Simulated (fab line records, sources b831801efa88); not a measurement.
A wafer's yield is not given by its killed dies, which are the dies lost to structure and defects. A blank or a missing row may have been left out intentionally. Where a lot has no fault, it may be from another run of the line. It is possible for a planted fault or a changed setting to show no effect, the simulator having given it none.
A struck lot beside a sound one    flow sky130    15 steps out of a route of 708
Sound: the wafers L449.3, L449.4, L449.6. The struck wafers were L466.2, L466.5, L466.6. At the end, the cause is stated.
For every step that has rows: the tool of each side, followed by ch and its chambers, followed by its first start. Under that, the readings that differ: sound wafers    struck wafers    difference of the means    sigmas: that difference in standard deviations of wafers without a fault.
alike: readings with means less than 2 such deviations apart, plus words and numbers identical on both sides. not compared: withheld readings, readings lacking a value on some wafer, bounds such as >300 that could conceal the same value, and numbers that have no deviation in the record and whose values overlap.
The two part at a step that has a row with sigmas, a row that says differs or no value, or rows on one side only. Non-overlapping numbers with no deviation appear without sigmas and do not part them. A reading that every wafer of one side lacks parts them only if that side has two wafers or more.

first, 1 step without rows for these wafers: SKY_GATE_OXIDE_OXIDATION_01 (stabilise 600 s, purge 300 s, target thk 10.268 nm).
SKY_GATE_OXIDE_THK_MEAS_02:
  sound on film-metro-01 at day 12 18:46; struck on film-metro-03 at day 18 12:17
  alike: GATE_OXIDE_OXIDATION_00_THK
then, 7 steps without rows for these wafers: SKY_GATE_OXIDE_DEHYDRATE_03 (time 60 s); SKY_GATE_OXIDE_HMDS_04 (prime time 60 s); SKY_GATE_OXIDE_COAT_05 (resist thk 1140 nm); SKY_GATE_OXIDE_SOFTBAKE_06 (time 60 s); SKY_GATE_OXIDE_EXPOSE_07 (exposes mask LVOM, target cd 600 nm); SKY_GATE_OXIDE_PEB_08; SKY_GATE_OXIDE_DEVELOP_09 (develop time 60 s).
SKY_GATE_OXIDE_OVL_MEAS_10:
  sound on overlay-02 at day 13 19:20; struck on overlay-02 at day 19 18:40
  alike: GATE_OXIDE_OVL
then, 2 steps without rows for these wafers: SKY_GATE_OXIDE_IMPLANT_11; SKY_GATE_OXIDE_WET_ETCH_12 (etches SiO2 in dHF, target depth 16.8 nm, time 336 s).
SKY_GATE_OXIDE_STRIP_13: strips in O2/N2.
  sound on plasma-asher-01 ch 0,1, day 13 19:38; struck on plasma-asher-01 ch 0,1, day 19 19:04
reading                                          sound              struck             difference                     sigmas
oes-product-au (a.u.)                            0.716 0.717 0.715  0.848 0.931 0.862  +0.164                         +34
strip-time-to-endpoint-s (s)                     14.18 14.18 14.18  - - -              no value on the struck wafers  
model.NOVOLAK_of_GATE_OXIDE_COAT_05.thk-nm (nm)  0 0 0              894.9 893.3 893.3  +893.8                         
  alike: drypump-motor-current-A, n2-flow-sccm
  not compared: rf-hours-counter-h
SKY_GATE_OXIDE_TW_MEAS_14:
  sound on film-metro-01 at day 13 19:43; struck on film-metro-02 at day 19 19:11
reading        sound              struck             difference  sigmas
GATE_OXIDE_TW  224.9 225.1 223.9  220.2 218.7 218.3  -5.6        -3
-- the record jumps here: 30 days lie between the struck wafers' starts before and after (it left off in module GATE_OXIDE and takes up again in module PAD_OPEN, whose first step shown is number 708 of the route) --
SKY_PAD_OPEN_PROBE_99:
  sound on prober-02 at day 45 20:44; struck on prober-02 at day 49 23:48
reading              sound     struck       difference  sigmas
killed-at-front-end  10 9 8    429 418 417  +412        +99 or more
killed-dies          98 74 74  492 492 492  +410        +44
killed-on-rim        19 15 21  96 96 96     +78         +19
  alike: killed_at_M0_to_M3, killed_at_M4_up, killed-at-contacts, killed-at-other, killed-open, killed-short

WHERE THEY PART
At SKY_GATE_OXIDE_STRIP_13 first; at SKY_PAD_OPEN_PROBE_99 last (within this record only).

WHY: whatever the simulator had introduced
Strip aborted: plasma-asher-01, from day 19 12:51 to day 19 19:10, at SKY_GATE_OXIDE_STRIP_13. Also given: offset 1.
